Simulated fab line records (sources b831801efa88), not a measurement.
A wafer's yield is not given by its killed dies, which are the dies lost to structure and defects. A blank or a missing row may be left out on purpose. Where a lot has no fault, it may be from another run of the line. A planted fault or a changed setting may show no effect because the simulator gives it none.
fab line records + flow gf180mcu
record
- lots=13
- wafers=39
- lastDay=34
route steps=602 shown M2@368 V2@387 V3@429
lots with no fault: from the same line, run without faults
startH: the number of hours between the record's first day and the start of the first shown wafer of the lot + waitH: time in hours since the lot's previous step + " identical to the entry in the row above + L1.1+2: a single row standing in for several wafers + - value missing, or start not given + * or withheld: withheld + < > ~ a bound
route shown NAME@n: NAME is a module with steps in the file, n the number in the route of the first one + usual: mean and standard deviation over wafers with no fault + same: alike in all rows + chamber/n: place in a boat + sites: the reading at each site + _std_site: the standard deviation of these + _edge_site: outer sites' mean less inner sites' + radiusMm: for every site, how far away it sits from the centre of the wafer + mask NAME#n: copy n + behind: the last tool/chamber to shape the wafer + hold: what put the lot on hold/how long, in hours/how the hold closed + device: transistor that didn't switch, given as n, p or np + end of line: at the end of the route, the tests of the same wafers + a step without rows: its recipe alone + killed: not the wafer's yield, but the dies lost to structure and defects at the first sort + map: dies across one wafer; x = killed, . = not, _ = none there
set.NAME: the setting that was run; set.NAME@STEP: the one run at that earlier step + model.NAME: the simulator's own value behind a step, which no gauge read
the route's steps for a sample of lots (tables are steps, rows are wafers)
services: from which hour (startH, from the record's first day; less than 0 if before it) a tool's chamber was out of use, for how many hours, and why
## steps
# step GF_M2_THK_MEAS_06
# recipe
- thkMeasGauge=xrf
- reads=AlCu_of_M2_SPUTTER_02
# usual
- M2_ALCU_THK=449/5.1
| lot.wafer | tool         | chamber | startH | waitH | M2_ALCU_THK[nm] |
|-----------|--------------|---------|--------|-------|-----------------|
| L826.1    | filmMetro-04 | -       | 426.96 | 0.1   | 444             |
| L826.3    | "            | -       | "      | "     | 432             |
| L826.4    | "            | -       | "      | "     | 446             |
| L827.3    | filmMetro-01 | -       | 436.45 | 0.1   | 445             |
| L827.5    | "            | -       | "      | "     | 453             |
| L827.6    | "            | -       | "      | "     | 437             |
| L829.2    | filmMetro-01 | -       | 449.74 | 0.1   | 450             |
| L829.3    | "            | -       | "      | "     | 449             |
| L829.5    | "            | -       | "      | "     | 450             |
| L830.4    | filmMetro-01 | -       | 455.25 | 0.1   | 448             |
| L830.5    | "            | -       | "      | "     | 446             |
| L830.6    | "            | -       | "      | "     | 445             |
| L831.1    | filmMetro-01 | -       | 465.13 | 0.1   | 445             |
| L831.2    | "            | -       | "      | "     | 447             |
| L831.4    | "            | -       | "      | "     | 447             |
| L832.1    | filmMetro-01 | -       | 472.70 | 0.1   | 454             |
| L832.4    | "            | -       | "      | "     | 453             |
| L832.5    | "            | -       | "      | "     | 449             |
| L836.1    | filmMetro-03 | -       | 520.31 | 0.1   | 450             |
| L836.2    | "            | -       | "      | "     | 451             |
| L836.3    | "            | -       | "      | "     | 453             |
| L841.1    | filmMetro-03 | -       | 582.07 | 0.1   | 442             |
| L841.2    | "            | -       | "      | "     | 450             |
| L841.3    | "            | -       | "      | "     | 448             |
| L842.2    | filmMetro-03 | -       | 583.13 | 0.1   | 450             |
| L842.3    | "            | -       | "      | "     | 447             |
| L842.6    | "            | -       | "      | "     | 445             |
| L844.2    | filmMetro-03 | -       | 603.82 | 0.1   | 443             |
| L844.3    | "            | -       | "      | "     | 442             |
| L844.4    | "            | -       | "      | "     | 448             |
| L846.1    | filmMetro-01 | -       | 612.33 | 0.1   | 449             |
| L846.3    | "            | -       | "      | "     | 450             |
| L846.6    | "            | -       | "      | "     | 450             |
| L847.1    | filmMetro-01 | -       | 614.55 | 0.1   | 437             |
| L847.4    | "            | -       | "      | "     | 443             |
| L847.6    | "            | -       | "      | "     | 443             |
| L845.2    | filmMetro-04 | -       | 614.74 | 0.1   | 450             |
| L845.3    | "            | -       | "      | "     | 446             |
| L845.5    | "            | -       | "      | "     | 452             |
# step GF_V2_BOW_MEAS_05
# recipe
- mode=bow
# usual
- V2_BOW=100/8.7
| lot.wafer | tool         | chamber | startH | waitH | V2_BOW[um] |
|-----------|--------------|---------|--------|-------|------------|
| L826.1    | filmMetro-02 | -       | 452.23 | 0.2   | 105        |
| L826.3    | "            | -       | "      | "     | 106        |
| L826.4    | "            | -       | "      | "     | 113        |
| L827.3    | filmMetro-04 | -       | 461.55 | 0.2   | 116        |
| L827.5    | "            | -       | "      | "     | 96         |
| L827.6    | "            | -       | "      | "     | 99         |
| L829.2    | filmMetro-04 | -       | 474.27 | 0.2   | 99         |
| L829.3    | "            | -       | "      | "     | 103        |
| L829.5    | "            | -       | "      | "     | 103        |
| L830.4    | filmMetro-04 | -       | 480.21 | 0.2   | 87         |
| L830.5    | "            | -       | "      | "     | 89         |
| L830.6    | "            | -       | "      | "     | 109        |
| L831.1    | filmMetro-04 | -       | 490.78 | 0.1   | 91         |
| L831.2    | "            | -       | "      | "     | 98         |
| L831.4    | "            | -       | "      | "     | 92         |
| L832.1    | filmMetro-04 | -       | 497.95 | 0.1   | 95         |
| L832.4    | "            | -       | "      | "     | 93         |
| L832.5    | "            | -       | "      | "     | 105        |
| L836.1    | filmMetro-02 | -       | 544.13 | 0.2   | 90         |
| L836.2    | "            | -       | "      | "     | 101        |
| L836.3    | "            | -       | "      | "     | 101        |
| L841.1    | filmMetro-02 | -       | 604.98 | 0.1   | 92         |
| L841.2    | "            | -       | "      | "     | 105        |
| L841.3    | "            | -       | "      | "     | 118        |
| L842.2    | filmMetro-04 | -       | 606.31 | 0.2   | 93         |
| L842.3    | "            | -       | "      | "     | 82         |
| L842.6    | "            | -       | "      | "     | 110        |
| L844.2    | filmMetro-03 | -       | 625.51 | 0.2   | 90         |
| L844.3    | "            | -       | "      | "     | 90         |
| L844.4    | "            | -       | "      | "     | 100        |
| L846.1    | filmMetro-02 | -       | 634.37 | 0.1   | 104        |
| L846.3    | "            | -       | "      | "     | 93         |
| L846.6    | "            | -       | "      | "     | 109        |
| L847.1    | filmMetro-04 | -       | 636.20 | 0.1   | 82         |
| L847.4    | "            | -       | "      | "     | 97         |
| L847.6    | "            | -       | "      | "     | 101        |
| L845.2    | filmMetro-04 | -       | 636.62 | 0.2   | 122        |
| L845.3    | "            | -       | "      | "     | 112        |
| L845.5    | "            | -       | "      | "     | 113        |
# step GF_V3_CVD_00
# recipe
- material=SiO2
- targetThkNm=600
- sigmaOpenFrac=0.3
- tempC=400
- timeS=100
- sih4FlowSccm=60
- pressureMtorr=6
# usual
- sih4FlowSccm=60.00/0.19
| lot.wafer | tool      | chamber | startH | waitH | sih4FlowSccm |
|-----------|-----------|---------|--------|-------|--------------|
| L826.1    | hdpcvd-01 | 1       | 501.88 | 0.0   | 59.59        |
| L826.3    | "         | 0       | "      | "     | 60.04        |
| L826.4    | "         | 1       | "      | "     | 59.74        |
| L827.3    | hdpcvd-02 | 2       | 511.79 | 0.0   | 59.91        |
| L827.5    | "         | 0       | "      | "     | 60.06        |
| L827.6    | "         | 1       | "      | "     | 59.74        |
| L829.2    | hdpcvd-02 | 2       | 523.73 | 0.0   | 59.82        |
| L829.3    | "         | 0       | "      | "     | 60.28        |
| L829.5    | "         | 1       | "      | "     | 59.99        |
| L830.4    | hdpcvd-02 | 2       | 529.82 | 0.0   | 60.07        |
| L830.5    | "         | 0       | "      | "     | 59.82        |
| L830.6    | "         | 1       | "      | "     | 60.45        |
| L831.1    | hdpcvd-01 | 0       | 540.09 | 0.0   | 59.89        |
| L831.2    | "         | 2       | "      | "     | 60.21        |
| L831.4    | "         | 2       | "      | "     | 59.89        |
| L832.1    | hdpcvd-01 | 0       | 545.74 | 0.0   | 59.81        |
| L832.4    | "         | 0       | "      | "     | 60.26        |
| L832.5    | "         | 1       | "      | "     | 60.30        |
| L836.1    | hdpcvd-02 | 1       | 589.70 | 0.0   | 72.05        |
| L836.2    | "         | 2       | "      | "     | 60.20        |
| L836.3    | "         | 0       | "      | "     | 59.95        |
| L841.1    | hdpcvd-01 | 2       | 648.74 | 0.0   | 60.12        |
| L841.2    | "         | 1       | "      | "     | 60.03        |
| L841.3    | "         | 0       | "      | "     | 59.89        |
| L842.2    | hdpcvd-01 | 0       | 650.73 | 0.0   | 59.83        |
| L842.3    | "         | 1       | "      | "     | 59.92        |
| L842.6    | "         | 0       | "      | "     | 59.98        |
| L844.2    | hdpcvd-01 | 0       | 666.74 | 0.0   | 59.82        |
| L844.3    | "         | 2       | "      | "     | 60.02        |
| L844.4    | "         | 0       | "      | "     | 59.95        |
| L846.1    | hdpcvd-02 | 0       | 676.83 | 0.0   | 59.61        |
| L846.3    | "         | 1       | "      | "     | 59.84        |
| L846.6    | "         | 2       | "      | "     | 60.00        |
| L847.1    | hdpcvd-02 | 1       | 677.27 | 0.0   | 60.22        |
| L847.4    | "         | 1       | "      | "     | 60.32        |
| L847.6    | "         | 2       | "      | "     | 59.95        |
| L845.2    | hdpcvd-01 | 2       | 677.62 | 0.0   | 59.91        |
| L845.3    | "         | 1       | "      | "     | 59.90        |
| L845.5    | "         | 0       | "      | "     | 60.02        |
# step GF_V3_THK_MEAS_01
# recipe
- reads=SiO2_of_V3_CVD_00
# usual
- V3_CVD_00_THK=598/5.3
| lot.wafer | tool         | chamber | startH | waitH | hold                    | V3_CVD_00_THK[nm] |
|-----------|--------------|---------|--------|-------|-------------------------|-------------------|
| L826.1    | filmMetro-03 | -       | 501.95 | 0.0   | -                       | 591               |
| L826.3    | "            | -       | "      | "     | -                       | 594               |
| L826.4    | "            | -       | "      | "     | -                       | 590               |
| L827.3    | filmMetro-01 | -       | 511.89 | 0.1   | -                       | 602               |
| L827.5    | "            | -       | "      | "     | -                       | 599               |
| L827.6    | "            | -       | "      | "     | -                       | 596               |
| L829.2    | filmMetro-02 | -       | 523.81 | 0.0   | -                       | 603               |
| L829.3    | "            | -       | "      | "     | -                       | 596               |
| L829.5    | "            | -       | "      | "     | -                       | 601               |
| L830.4    | filmMetro-02 | -       | 529.88 | 0.0   | -                       | 590               |
| L830.5    | "            | -       | "      | "     | -                       | 590               |
| L830.6    | "            | -       | "      | "     | -                       | 601               |
| L831.1    | filmMetro-01 | -       | 540.16 | 0.0   | -                       | 600               |
| L831.2    | "            | -       | "      | "     | -                       | 596               |
| L831.4    | "            | -       | "      | "     | -                       | 590               |
| L832.1    | filmMetro-03 | -       | 545.81 | 0.0   | -                       | 599               |
| L832.4    | "            | -       | "      | "     | -                       | 600               |
| L832.5    | "            | -       | "      | "     | -                       | 595               |
| L836.1    | filmMetro-02 | -       | 589.77 | 0.0   | awaitDispo/0.2h/release | 715               |
| L836.2    | "            | -       | "      | "     | awaitDispo/0.2h/release | 601               |
| L836.3    | "            | -       | "      | "     | awaitDispo/0.2h/release | 598               |
| L836.1    | filmMetro-02 | -       | 590.17 | 0.4   | -                       | 714               |
| L836.2    | "            | -       | "      | "     | -                       | 600               |
| L836.3    | "            | -       | "      | "     | -                       | 598               |
| L841.1    | filmMetro-01 | -       | 648.82 | 0.0   | -                       | 594               |
| L841.2    | "            | -       | "      | "     | -                       | 594               |
| L841.3    | "            | -       | "      | "     | -                       | 596               |
| L842.2    | filmMetro-03 | -       | 650.81 | 0.0   | -                       | 601               |
| L842.3    | "            | -       | "      | "     | -                       | 598               |
| L842.6    | "            | -       | "      | "     | -                       | 603               |
| L844.2    | filmMetro-02 | -       | 666.82 | 0.0   | -                       | 597               |
| L844.3    | "            | -       | "      | "     | -                       | 599               |
| L844.4    | "            | -       | "      | "     | -                       | 595               |
| L846.1    | filmMetro-01 | -       | 676.90 | 0.0   | -                       | 601               |
| L846.3    | "            | -       | "      | "     | -                       | 602               |
| L846.6    | "            | -       | "      | "     | -                       | 600               |
| L847.1    | filmMetro-02 | -       | 677.34 | 0.0   | -                       | 605               |
| L847.4    | "            | -       | "      | "     | -                       | 598               |
| L847.6    | "            | -       | "      | "     | -                       | 597               |
| L845.2    | filmMetro-01 | -       | 677.70 | 0.0   | -                       | 587               |
| L845.3    | "            | -       | "      | "     | -                       | 596               |
| L845.5    | "            | -       | "      | "     | -                       | 594               |
# step GF_V3_RS_MEAS_24
# recipe
- thkMeasGauge=four-point-probe
- reads=W_of_V3_CVD_23+TiN_of_V3_SPUTTER_22+Ti_of_V3_SPUTTER_21
# usual
- V3_W_RS=0.326/0.0045
| lot.wafer | tool         | chamber | startH | waitH | V3_W_RS[ohm/sq] |
|-----------|--------------|---------|--------|-------|-----------------|
| L826.1    | filmMetro-02 | -       | 526.45 | 0.1   | 0.333           |
| L826.3    | "            | -       | "      | "     | 0.330           |
| L826.4    | "            | -       | "      | "     | 0.330           |
| L827.3    | filmMetro-01 | -       | 536.02 | 0.1   | 0.329           |
| L827.5    | "            | -       | "      | "     | 0.329           |
| L827.6    | "            | -       | "      | "     | 0.328           |
| L829.2    | filmMetro-02 | -       | 547.78 | 0.1   | 0.329           |
| L829.3    | "            | -       | "      | "     | 0.330           |
| L829.5    | "            | -       | "      | "     | 0.327           |
| L830.4    | filmMetro-03 | -       | 553.50 | 0.1   | 0.328           |
| L830.5    | "            | -       | "      | "     | 0.323           |
| L830.6    | "            | -       | "      | "     | 0.326           |
| L831.1    | filmMetro-03 | -       | 563.14 | 0.1   | 0.321           |
| L831.2    | "            | -       | "      | "     | 0.323           |
| L831.4    | "            | -       | "      | "     | 0.323           |
| L832.1    | filmMetro-02 | -       | 569.34 | 0.1   | 0.327           |
| L832.4    | "            | -       | "      | "     | 0.327           |
| L832.5    | "            | -       | "      | "     | 0.326           |
| L836.1    | filmMetro-03 | -       | 613.17 | 0.1   | 0.325           |
| L836.2    | "            | -       | "      | "     | 0.330           |
| L836.3    | "            | -       | "      | "     | 0.326           |
| L841.1    | filmMetro-01 | -       | 669.71 | 0.1   | 0.328           |
| L841.2    | "            | -       | "      | "     | 0.325           |
| L841.3    | "            | -       | "      | "     | 0.326           |
| L842.2    | filmMetro-03 | -       | 670.51 | 0.1   | 0.334           |
| L842.3    | "            | -       | "      | "     | 0.314           |
| L842.6    | "            | -       | "      | "     | 0.318           |
| L844.2    | filmMetro-02 | -       | 686.63 | 0.1   | 0.319           |
| L844.3    | "            | -       | "      | "     | 0.319           |
| L844.4    | "            | -       | "      | "     | 0.327           |
| L846.1    | filmMetro-02 | -       | 697.43 | 0.1   | 0.315           |
| L846.3    | "            | -       | "      | "     | 0.325           |
| L846.6    | "            | -       | "      | "     | 0.314           |
| L847.1    | filmMetro-03 | -       | 697.98 | 0.1   | 0.328           |
| L847.4    | "            | -       | "      | "     | 0.325           |
| L847.6    | "            | -       | "      | "     | 0.324           |
| L845.2    | filmMetro-03 | -       | 698.38 | 0.1   | 0.332           |
| L845.3    | "            | -       | "      | "     | 0.328           |
| L845.5    | "            | -       | "      | "     | 0.326           |
## services
| tool      | chamber | startH | hours | kind      |
|-----------|---------|--------|-------|-----------|
| hdpcvd-01 | -       | 483.30 | 4.3   | pm        |
| hdpcvd-01 | -       | 507.38 | 5.5   | pm        |
| hdpcvd-01 | -       | 531.11 | 6.8   | repair    |
| hdpcvd-02 | -       | 539.25 | 15.0  | pm        |
| hdpcvd-02 | 0       | 539.25 | 15.0  | ventCycle |
| hdpcvd-02 | 1       | 539.25 | 15.0  | ventCycle |
| hdpcvd-02 | 2       | 539.25 | 15.0  | ventCycle |
| hdpcvd-02 | 0       | 554.25 | -     | clean     |
| hdpcvd-02 | 1       | 554.25 | -     | clean     |
| hdpcvd-02 | 2       | 554.25 | -     | clean     |
| hdpcvd-02 | 2       | 639.46 | 8.8   | repair    |
## key
firstSign
- step=GF_V3_CVD_00
- reading=sih4FlowSccm
- direction=up
- sigmas=64
- usual=60.00
- struck=72.05
effect
- step=GF_V3_THK_MEAS_01
- reading=visit
- direction=added
effect
- step=GF_V3_THK_MEAS_01
- reading=V3_CVD_00_THK
- direction=up
- sigmas=22
- usual=598
- struck=715
metAt GF_V3_CVD_00
struckLots L836
struckWafers L836.1
notActingAt GF_M2_THK_MEAS_06,GF_V2_BOW_MEAS_05,GF_V3_RS_MEAS_24
onsetBetween 529.82 589.70
fault
- kind=processParameterDrift
- tool=hdpcvd-02
- chamber=1
- onsetH=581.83
- steps=GF_V3_CVD_00
- channel=sih4FlowSccm
- offset=12
- shape=step
- endH=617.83
- actsIn=theseRecipesOnly
- stated=60
